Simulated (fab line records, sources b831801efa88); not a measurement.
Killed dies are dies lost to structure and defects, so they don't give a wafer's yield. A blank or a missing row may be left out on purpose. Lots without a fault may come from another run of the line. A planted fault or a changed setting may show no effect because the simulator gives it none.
Which tool did it? | flow sky130 | 24 lots, 72 wafers sampled, at 5 steps of a route of 708

WHAT THE GAUGES READ, wafer by wafer
SKY_CAPM_OVL_MEAS_12. Usual: CAPM_OVL 0.5 nm, standard deviation 1.4.
lot  | measured     | on         | CAPM_OVL (nm)  | flag
L074 | day 38 09:25 | overlay-01 | 0.4 -0.1 0.1   |
L075 | day 38 19:58 | overlay-01 | 0.4 -1.4 -0.9  |
L076 | day 38 20:52 | overlay-02 | 1.9 0.9 -0.5   |
L077 | day 39 11:31 | overlay-01 | -0.9 0.5 -0.9  |
L078 | day 39 18:07 | overlay-01 | -0.8 -1.6 -1.6 |
L079 | day 39 21:23 | overlay-02 | -1.9 -1.0 -3.4 |
L080 | day 40 02:01 | overlay-01 | 2.3 0.9 0.3    |
L081 | day 40 15:59 | overlay-01 | -0.6 -2.0 0.0  |
L082 | day 40 21:09 | overlay-01 | 4.6 2.0 2.9    |
L083 | day 41 05:10 | overlay-01 | 0.4 -0.4 3.0   |
L084 | day 41 12:05 | overlay-01 | 2.1 1.5 1.5    |
L085 | day 41 18:52 | overlay-01 | 2.3 1.1 0.7    |
L086 | day 41 20:25 | overlay-01 | 0.3 1.1 0.3    |
L087 | day 42 04:19 | overlay-02 | -1.3 -0.9 0.3  |
L088 | day 42 16:38 | overlay-02 | -0.4 1.1 1.2   |
L089 | day 42 21:25 | overlay-01 | 0.9 1.6 1.4    |
L090 | day 43 08:37 | overlay-02 | 0.5 1.1 -1.2   |
L091 | day 43 14:43 | overlay-02 | -1.5 0.1 -3.1  |
L092 | day 43 15:16 | overlay-01 | 1.7 2.0 0.6    |
L093 | day 43 20:18 | overlay-02 | 2.5 3.0 2.2    |
L094 | day 44 03:19 | overlay-01 | 0.0 -0.2 -0.3  |
L095 | day 44 11:42 | overlay-01 | 0.6 1.3 0.2    |
L096 | day 44 12:47 | overlay-02 | 0.2 0.8 0.4    |
L097 | day 44 16:27 | overlay-02 | 0.3 1.5 -0.5   |

WHICH TOOL RAN EACH LOT (tool, then ch and the chambers of the sampled wafers, then the start)
lot  | SKY_FIELD_ISO_ETCH_17           | SKY_LI_CONTACT_ETCH_14             | SKY_CONTACT_CVD_24            | SKY_METAL2_STRIP_20
L074 | rie_si-01 ch 1,2,3, day 2 06:29 | rie_diel-02 ch 0,1,2, day 29 22:22 | cvd_w-02 ch 0, day 32 11:14   | plasma_asher-02 ch 1, day 36 00:59
L075 | rie_si-01 ch 0,3, day 2 12:31   | rie_diel-03 ch 0,1,2, day 30 08:57 | cvd_w-02 ch 0,1, day 32 21:47 | plasma_asher-04 ch 0,1, day 36 12:13
L076 | rie_si-02 ch 1,2, day 2 16:53   | rie_diel-03 ch 0,3, day 30 12:10   | cvd_w-01 ch 1, day 33 00:57   | plasma_asher-02 ch 0,1, day 36 14:25
L077 | rie_si-02 ch 1,2,3, day 2 23:49 | rie_diel-04 ch 0,2, day 31 02:12   | cvd_w-01 ch 0,1, day 33 14:30 | plasma_asher-04 ch 0,1, day 37 03:08
L078 | rie_si-01 ch 0,2, day 3 03:14   | rie_diel-03 ch 0,1, day 31 12:12   | cvd_w-01 ch 1, day 33 23:27   | plasma_asher-04 ch 0,1, day 37 11:31
L079 | rie_si-02 ch 2,3, day 3 07:44   | rie_diel-04 ch 1,2,3, day 31 13:09 | cvd_w-02 ch 0,1, day 33 23:38 | plasma_asher-02 ch 0,1, day 37 12:40
L080 | rie_si-01 ch 0,1,2, day 3 12:35 | rie_diel-03 ch 0,1, day 31 19:58   | cvd_w-01 ch 0,1, day 34 06:50 | plasma_asher-01 ch 0,1, day 37 18:56
L081 | rie_si-01 ch 0,1,2, day 3 17:35 | rie_diel-03 ch 1,2,3, day 32 12:28 | cvd_w-01 ch 0,1, day 34 22:43 | plasma_asher-04 ch 0,1, day 38 11:10
L082 | rie_si-01 ch 0,1,2, day 3 23:52 | rie_diel-03 ch 1,2,3, day 32 18:42 | cvd_w-02 ch 0,1, day 35 04:14 | plasma_asher-02 ch 0,1, day 38 16:20
L083 | rie_si-02 ch 0,1,2, day 4 07:11 | rie_diel-03 ch 0,1,3, day 33 02:22 | cvd_w-01 ch 0,1, day 35 13:11 | plasma_asher-02 ch 0,1, day 39 01:26
L084 | rie_si-01 ch 1,3, day 4 10:23   | rie_diel-03 ch 1,2, day 33 06:40   | cvd_w-01 ch 0, day 35 17:38   | plasma_asher-02 ch 0,1, day 39 06:31
L085 | rie_si-02 ch 1,2,3, day 4 15:34 | rie_diel-02 ch 0,1,2, day 33 18:25 | cvd_w-01 ch 0,1, day 36 03:44 | plasma_asher-04 ch 0,1, day 39 14:43
L086 | rie_si-01 ch 0,2, day 4 21:59   | rie_diel-04 ch 2,3, day 33 18:46   | cvd_w-02 ch 0,1, day 36 04:44 | plasma_asher-02 ch 0,1, day 39 16:56
L087 | rie_si-02 ch 0,2,3, day 5 01:40 | rie_diel-03 ch 1,3, day 34 05:13   | cvd_w-01 ch 0,1, day 36 13:59 | plasma_asher-02 ch 0,1, day 40 00:13
L088 | rie_si-01 ch 2,3, day 5 09:08   | rie_diel-02 ch 0,1,2, day 34 15:58 | cvd_w-01 ch 0,1, day 37 01:35 | plasma_asher-02 ch 0,1, day 40 12:23
L089 | rie_si-02 ch 0,1,3, day 5 14:44 | rie_diel-02 ch 0,2,3, day 34 22:31 | cvd_w-02 ch 0,1, day 37 07:26 | plasma_asher-02 ch 0,1, day 40 17:22
L090 | rie_si-01 ch 0,2, day 5 18:44   | rie_diel-04 ch 2,3, day 35 12:15   | cvd_w-02 ch 0, day 37 21:38   | plasma_asher-01 ch 0,1, day 41 06:28
L091 | rie_si-02 ch 0,1,2, day 6 00:05 | rie_diel-03 ch 0,2, day 35 16:03   | cvd_w-01 ch 0,1, day 38 01:43 | plasma_asher-01 ch 0,1, day 41 11:26
L092 | rie_si-01 ch 1,3, day 6 04:14   | rie_diel-03 ch 0,1,2, day 35 18:07 | cvd_w-01 ch 0,1, day 38 03:20 | plasma_asher-04 ch 0,1, day 41 11:50
L093 | rie_si-02 ch 0,1,2, day 6 07:49 | rie_diel-04 ch 1,2, day 36 00:28   | cvd_w-02 ch 0, day 38 08:46   | plasma_asher-04 ch 1, day 41 17:47
L094 | rie_si-01 ch 1,2,3, day 6 14:35 | rie_diel-04 ch 0,1,3, day 36 09:58 | cvd_w-02 ch 0,1, day 38 18:17 | plasma_asher-04 ch 0,1, day 42 01:32
L095 | rie_si-02 ch 0,3, day 6 22:02   | rie_diel-03 ch 0,2,3, day 36 19:25 | cvd_w-02 ch 0,1, day 39 04:41 | plasma_asher-01 ch 0,1, day 42 10:02
L096 | rie_si-01 ch 1,3, day 7 00:50   | rie_diel-02 ch 0,3, day 36 20:57   | cvd_w-02 ch 0,1, day 39 05:23 | plasma_asher-01 ch 0,1, day 42 11:38
L097 | rie_si-02 ch 1,2,3, day 7 04:34 | rie_diel-04 ch 1,2, day 37 00:07   | cvd_w-02 ch 0,1, day 39 08:48 | plasma_asher-01 ch 0,1, day 42 15:32
- SKY_FIELD_ISO_ETCH_17: etches Si in HBr/Cl2/O2, target depth 342 nm, time 101 s.
- SKY_LI_CONTACT_ETCH_14: etches BARC in N2/H2, stops on SiO2, time 45.9 s, target depth 60 nm.
- SKY_CONTACT_CVD_24: deposits W, target thk 340 nm, time 102.12 s.
- SKY_METAL2_STRIP_20: strips in O2/N2.

WHAT THE TOOLS THEMSELVES READ (means of the sampled wafers that have a number; where no wafer has one, the mark that the record gives instead)
SKY_FIELD_ISO_ETCH_17. Usual: drypump_motor_current_A 5.9 A, standard deviation 0.45; oes_product_au 0.996 a.u., standard deviation 0.0086; throttle_valve_pct 25.659 %, standard deviation 0.012.
lot  | tool      | drypump_motor_current_A (A) | oes_product_au (a.u.) | throttle_valve_pct (%) | flag
L074 | rie_si-01 | 6.1                         | 0.994                 | 25.648                 |
L075 | rie_si-01 | 6.0                         | 0.997                 | 25.657                 |
L076 | rie_si-02 | 5.4                         | 0.996                 | 25.650                 |
L077 | rie_si-02 | 5.5                         | 0.996                 | 25.658                 |
L078 | rie_si-01 | 6.3                         | 1.003                 | 25.652                 |
L079 | rie_si-02 | 5.9                         | 0.996                 | 25.665                 |
L080 | rie_si-01 | 6.2                         | 0.999                 | 25.654                 |
L081 | rie_si-01 | 6.2                         | 0.990                 | 25.654                 |
L082 | rie_si-01 | 6.2                         | 0.997                 | 25.649                 |
L083 | rie_si-02 | 5.7                         | 1.003                 | 25.664                 |
L084 | rie_si-01 | 5.8                         | 0.996                 | 25.658                 |
L085 | rie_si-02 | 5.5                         | 0.997                 | 25.652                 |
L086 | rie_si-01 | 6.4                         | 0.998                 | 25.668                 |
L087 | rie_si-02 | 5.9                         | 0.993                 | 25.670                 |
L088 | rie_si-01 | 6.0                         | 1.004                 | 25.652                 |
L089 | rie_si-02 | 5.5                         | 1.005                 | 25.655                 |
L090 | rie_si-01 | 6.2                         | 1.005                 | 25.662                 |
L091 | rie_si-02 | 5.7                         | 0.999                 | 25.657                 |
L092 | rie_si-01 | 5.8                         | 0.993                 | 25.651                 |
L093 | rie_si-02 | 5.7                         | 0.996                 | 25.662                 |
L094 | rie_si-01 | 6.0                         | 1.006                 | 25.663                 |
L095 | rie_si-02 | 5.6                         | 0.987                 | 25.673                 |
L096 | rie_si-01 | 5.8                         | 0.992                 | 25.658                 |
L097 | rie_si-02 | 5.5                         | 0.986                 | 25.672                 |

SKY_LI_CONTACT_ETCH_14. Usual: drypump_motor_current_A 5.7 A, standard deviation 0.42; oes_product_au 0.855 a.u., standard deviation 0.0048; throttle_valve_pct 13.224 %, standard deviation 0.0081.
lot  | tool        | drypump_motor_current_A (A) | oes_product_au (a.u.) | throttle_valve_pct (%) | flag
L074 | rie_diel-02 | 5.5                         | 0.857                 | 13.227                 |
L075 | rie_diel-03 | 5.7                         | 0.853                 | 13.223                 |
L076 | rie_diel-03 | 5.3                         | 0.854                 | 13.226                 |
L077 | rie_diel-04 | 5.3                         | 0.854                 | 13.231                 |
L078 | rie_diel-03 | 5.4                         | 0.855                 | 13.222                 |
L079 | rie_diel-04 | 5.7                         | 0.858                 | 13.226                 |
L080 | rie_diel-03 | 5.6                         | 0.857                 | 13.235                 |
L081 | rie_diel-03 | 5.8                         | 0.856                 | 13.212                 |
L082 | rie_diel-03 | 5.8                         | 0.855                 | 13.231                 |
L083 | rie_diel-03 | 5.5                         | 0.855                 | 13.227                 |
L084 | rie_diel-03 | 5.9                         | 0.854                 | 13.220                 |
L085 | rie_diel-02 | 5.6                         | 0.849                 | 13.226                 |
L086 | rie_diel-04 | 5.3                         | 0.854                 | 13.232                 |
L087 | rie_diel-03 | 5.5                         | 0.852                 | 13.216                 |
L088 | rie_diel-02 | 5.5                         | 0.858                 | 13.227                 |
L089 | rie_diel-02 | 5.7                         | 0.858                 | 13.222                 |
L090 | rie_diel-04 | 5.8                         | 0.859                 | 13.224                 |
L091 | rie_diel-03 | 5.8                         | 0.852                 | 13.226                 |
L092 | rie_diel-03 | 5.7                         | 0.854                 | 13.220                 |
L093 | rie_diel-04 | 5.2                         | 0.853                 | 13.223                 |
L094 | rie_diel-04 | 6.2                         | 0.857                 | 13.226                 |
L095 | rie_diel-03 | 5.6                         | 0.851                 | 13.220                 |
L096 | rie_diel-02 | 5.7                         | 0.857                 | 13.225                 |
L097 | rie_diel-04 | 5.5                         | 0.852                 | 13.216                 |

SKY_CONTACT_CVD_24. Usual: heater_power_w 836 W, standard deviation 110.
lot  | tool     | heater_power_w (W) | flag
L074 | cvd_w-02 | 860                |
L075 | cvd_w-02 | 872                |
L076 | cvd_w-01 | 949                |
L077 | cvd_w-01 | 746                |
L078 | cvd_w-01 | 940                |
L079 | cvd_w-02 | 876                |
L080 | cvd_w-01 | 742                |
L081 | cvd_w-01 | 751                |
L082 | cvd_w-02 | 885                |
L083 | cvd_w-01 | 837                |
L084 | cvd_w-01 | 643                |
L085 | cvd_w-01 | 831                |
L086 | cvd_w-02 | 882                |
L087 | cvd_w-01 | 748                |
L088 | cvd_w-01 | 743                |
L089 | cvd_w-02 | 872                |
L090 | cvd_w-02 | 869                |
L091 | cvd_w-01 | 833                |
L092 | cvd_w-01 | 745                |
L093 | cvd_w-02 | 863                |
L094 | cvd_w-02 | 880                |
L095 | cvd_w-02 | 891                |
L096 | cvd_w-02 | 879                |
L097 | cvd_w-02 | 880                |

SKY_METAL2_STRIP_20. Usual: drypump_motor_current_A 5.8 A, standard deviation 0.34; oes_product_au 0.343 a.u., standard deviation 0.005; strip_time_to_endpoint_s 2.72 s, standard deviation 0.038.
lot  | tool            | drypump_motor_current_A (A) | oes_product_au (a.u.) | strip_time_to_endpoint_s (s) | flag
L074 | plasma_asher-02 | 6.1                         | 0.338                 | 2.66                         |
L075 | plasma_asher-04 | 6.0                         | 0.342                 | 2.75                         |
L076 | plasma_asher-02 | 5.8                         | 0.338                 | 2.63                         |
L077 | plasma_asher-04 | 6.1                         | 0.347                 | 2.73                         |
L078 | plasma_asher-04 | 6.1                         | 0.345                 | 2.69                         |
L079 | plasma_asher-02 | 5.8                         | 0.342                 | 2.65                         |
L080 | plasma_asher-01 | 5.6                         | 0.342                 | 2.72                         |
L081 | plasma_asher-04 | 6.0                         | 0.340                 | 2.73                         |
L082 | plasma_asher-02 | 5.8                         | 0.347                 | 2.76                         |
L083 | plasma_asher-02 | 5.9                         | 0.343                 | 2.73                         |
L084 | plasma_asher-02 | 5.9                         | 0.343                 | 2.75                         |
L085 | plasma_asher-04 | 5.8                         | 0.350                 | 2.73                         |
L086 | plasma_asher-02 | 6.0                         | 0.347                 | 2.78                         |
L087 | plasma_asher-02 | 6.0                         | 0.341                 | 2.72                         |
L088 | plasma_asher-02 | 6.0                         | 0.342                 | 2.71                         |
L089 | plasma_asher-02 | 5.8                         | 0.340                 | 2.71                         |
L090 | plasma_asher-01 | 5.4                         | 0.343                 | 2.72                         |
L091 | plasma_asher-01 | 5.6                         | 0.339                 | 2.71                         |
L092 | plasma_asher-04 | 6.0                         | 0.346                 | 2.74                         |
L093 | plasma_asher-04 | 6.2                         | 0.346                 | 2.75                         |
L094 | plasma_asher-04 | 5.8                         | 0.341                 | 2.73                         |
L095 | plasma_asher-01 | 5.4                         | 0.345                 | 2.69                         |
L096 | plasma_asher-01 | 5.4                         | 0.340                 | 2.74                         |
L097 | plasma_asher-01 | 5.4                         | 0.343                 | 2.77                         |

THE ANSWER, worked out from the rows above alone
Rule: a lot is off if the mean of its wafers that have a number lies more than 3 standard deviations from the usual mean. A lot without any number at a reading at which 4 lots or more have one is off too. The other lots that the step has rows for count as sound. The gauges are gone through in route order, then the tools' own readings, and for those a lot's mean is taken as printed above. The first step at which some lot is off is used, and at that step the reading that is off furthest; a lot without a number counts as furthest.
No lot is off at any reading shown: from this, nothing can be told.

WHAT THE SIMULATOR HAD PUT IN
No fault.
